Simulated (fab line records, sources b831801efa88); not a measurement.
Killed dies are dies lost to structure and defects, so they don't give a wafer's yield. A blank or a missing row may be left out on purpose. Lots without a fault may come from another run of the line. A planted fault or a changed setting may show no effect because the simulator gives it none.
One fault seen from 2 desks | flow gf180mcu | each desk has only its own numbers; what lay behind them comes last

THE TOOL OWNER'S DESK: plasma_asher-02
The tool's own readings at GF_HV_LDD_STRIP_22 (strips in O2/N2): means of the sampled wafers that have a number, for each lot that ran on this tool. A lot is out of limits, marked OUT, if its mean lies more than 4 standard deviations from the usual mean; the brackets give that distance.
Columns: A = drypump_motor_current_A at GF_HV_LDD_STRIP_22, usual 5.6 A; B = heater_power_w at GF_HV_LDD_STRIP_22, usual 339 W; C = o2_flow_sccm at GF_HV_LDD_STRIP_22, usual 2999 sccm; D = oes_product_au at GF_HV_LDD_STRIP_22, usual 0.716 a.u.; E = platen_temp_c at GF_HV_LDD_STRIP_22, usual 250.00 C; F = strip_time_to_endpoint_s at GF_HV_LDD_STRIP_22, usual 12.64 s
lot  | first seen here | A   | B   | C              | D     | E      | F
L361 | day 10 20:20    | 5.4 | 313 | 2998           | 0.713 | 250.02 | 12.62
L363 | day 11 18:52    | 5.4 | 307 | 3001           | 0.713 | 250.14 | 12.65
L366 | day 12 13:30    | 5.4 | 317 | 3602 (+61) OUT | 0.720 | 250.09 | 12.55
L368 | day 13 04:14    | 5.4 | 310 | 3604 (+62) OUT | 0.719 | 250.29 | 12.47 (-5.2) OUT
L380 | day 16 21:16    | 5.4 | 330 | 3001           | 0.711 | 249.95 | 12.64
L381 | day 17 04:06    | 5.4 | 311 | 3004           | 0.718 | 249.87 | 12.66
L383 | day 17 15:58    | 5.4 | 307 | 2999           | 0.714 | 250.14 | 12.60
L384 | day 17 23:35    | 5.4 | 310 | 3010           | 0.717 | 249.91 | 12.69
This desk's finding: out of limits on L366, L368; first on L366, day 12 13:30 (o2_flow_sccm at GF_HV_LDD_STRIP_22). In limits: L361, L363, L380, L381, L383, L384.

THE METROLOGY DESK
What the gauges read, lot by lot, whatever tool the lot ran on: means of the sampled wafers that have a number. A lot is out of limits, marked OUT, if its mean lies more than 4 standard deviations from the usual mean; the brackets give that distance.
Columns: A = NWELL_OVL at GF_NWELL_OVL_MEAS_07, usual 0.5 nm; B = MVPSD_RS at GF_VT_IMPLANT_RS_MEAS_49, usual 1168.8 ohm/sq
lot  | first seen here | A    | B
L361 | day 3 11:14     | -0.4 | 1166.5
L363 | day 4 02:53     | 0.8  | 1168.7
L364 | day 4 03:26     | 1.5  | 1171.9
L366 | day 4 17:08     | -0.2 | 1170.8
L368 | day 5 02:12     | -0.1 | 1165.4
L374 | day 6 04:32     | 0.1  | 1165.9
L375 | day 6 15:41     | -0.8 | 1167.5
L376 | day 6 17:09     | -0.5 | 1170.7
L378 | day 7 02:47     | 1.5  | 1169.7
L380 | day 7 14:23     | 2.1  | 1167.7
L381 | day 7 20:02     | 0.7  | 1164.7
L383 | day 8 07:36     | 0.3  | 1171.6
L384 | day 8 12:20     | -0.1 | 1172.8
This desk's finding: nothing out of limits on any of the 13 lots.

PUT TOGETHER
The tool owner's desk could have raised an alarm at day 12 13:30, on L366, L368.
The metrology desk saw nothing out of limits.
The metrology desk has L366, L368 on record, within its limits.
Of the lots named, all ran GF_HV_LDD_STRIP_22 on plasma_asher-02.

WHAT THE SIMULATOR HAD PUT IN
Process parameter drift: plasma_asher-02, from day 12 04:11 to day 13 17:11, at GF_HV_LDD_STRIP_22. Setting o2_flow_sccm, moved by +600, from 3000. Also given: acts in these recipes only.
Lots struck among those shown: L366, L368.
Hours from the fault's start to each desk's first reading out of limits: the tool owner's desk, 9.
